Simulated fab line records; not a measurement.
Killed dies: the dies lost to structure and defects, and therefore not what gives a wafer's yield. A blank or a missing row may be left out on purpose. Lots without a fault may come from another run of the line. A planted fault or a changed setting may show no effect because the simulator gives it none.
Matching of chambers || flow gf180mcu || cmp-01 running GF_CONTACT_CMP_04: 4 sister chambers
The step polishes SiO2. 8 wafers are shown with their chamber, then 12 later ones without.

## WAFERS, EACH WITH ITS CHAMBER
{"wafer": "L185.1", "chamber": 3, "motor current A (A)": 8.9, "time to endpoint s (s)": 105}
{"wafer": "L185.4", "chamber": 0, "motor current A (A)": 12.7, "time to endpoint s (s)": 102}
{"wafer": "L188.6", "chamber": 3, "motor current A (A)": 9.7, "time to endpoint s (s)": 105}
{"wafer": "L190.1", "chamber": 1, "motor current A (A)": 15.2, "time to endpoint s (s)": 104}
{"wafer": "L190.4", "chamber": 0, "motor current A (A)": 12.6, "time to endpoint s (s)": 102}
{"wafer": "L196.3", "chamber": 2, "motor current A (A)": 10.9, "time to endpoint s (s)": 105}
{"wafer": "L196.5", "chamber": 1, "motor current A (A)": 15.5, "time to endpoint s (s)": 100}
{"wafer": "L196.6", "chamber": 2, "motor current A (A)": 10.4, "time to endpoint s (s)": 106}

## WAFERS MISSING THEIR CHAMBER
{"wafer": "L197.2", "motor current A (A)": 12.1, "time to endpoint s (s)": 108}
{"wafer": "L197.4", "motor current A (A)": 15.0, "time to endpoint s (s)": 108}
{"wafer": "L197.5", "motor current A (A)": 9.3, "time to endpoint s (s)": 118}
{"wafer": "L200.1", "motor current A (A)": 12.1, "time to endpoint s (s)": 89}
{"wafer": "L200.2", "motor current A (A)": 8.9, "time to endpoint s (s)": 109}
{"wafer": "L200.5", "motor current A (A)": 9.9, "time to endpoint s (s)": 116}
{"wafer": "L201.1", "motor current A (A)": 9.6, "time to endpoint s (s)": 107}
{"wafer": "L201.4", "motor current A (A)": 12.3, "time to endpoint s (s)": 109}
{"wafer": "L201.5", "motor current A (A)": 15.2, "time to endpoint s (s)": 112}
{"wafer": "L204.2", "motor current A (A)": 10.8, "time to endpoint s (s)": 117}
{"wafer": "L204.4", "motor current A (A)": 15.2, "time to endpoint s (s)": 103}
{"wafer": "L204.6", "motor current A (A)": 10.6, "time to endpoint s (s)": 121}

## WHICH CHAMBER EACH WENT THROUGH
{"wafer": "L197.2", "from the rows above": "can't be placed: 0 or 2", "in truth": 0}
{"wafer": "L197.4", "from the rows above": 1, "in truth": 1}
{"wafer": "L197.5", "from the rows above": "can't be placed: 3 or 2", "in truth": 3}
{"wafer": "L200.1", "from the rows above": 0, "in truth": 0}
{"wafer": "L200.2", "from the rows above": 3, "in truth": 3}
{"wafer": "L200.5", "from the rows above": "can't be placed: 2 or 3", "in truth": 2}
{"wafer": "L201.1", "from the rows above": "can't be placed: 3 or 2", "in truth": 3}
{"wafer": "L201.4", "from the rows above": "can't be placed: 0 or 2", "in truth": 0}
{"wafer": "L201.5", "from the rows above": 1, "in truth": 1}
{"wafer": "L204.2", "from the rows above": "can't be placed: 2 or 3", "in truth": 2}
{"wafer": "L204.4", "from the rows above": 1, "in truth": 1}
{"wafer": "L204.6", "from the rows above": "can't be placed: 2 or 3", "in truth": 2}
Placed correctly: 5 of 12. Not placeable from these rows: 7 (in 7, the candidates include the true chamber). Placed wrongly: 0.
How it was worked out, from the rows above alone: a wafer's distance from a chamber is the root of the sum, over the readings, of the square of ((its reading less the chamber's mean) divided by the reading's scatter). The wafer belongs to the nearest chamber; if the next one is less than 2 further off, it can't be placed. A chamber's mean is the mean of its shown wafers. The scatter: the root of (the sum of the squares of (reading less its chamber's mean) over the shown wafers, divided by (wafers less chambers)).
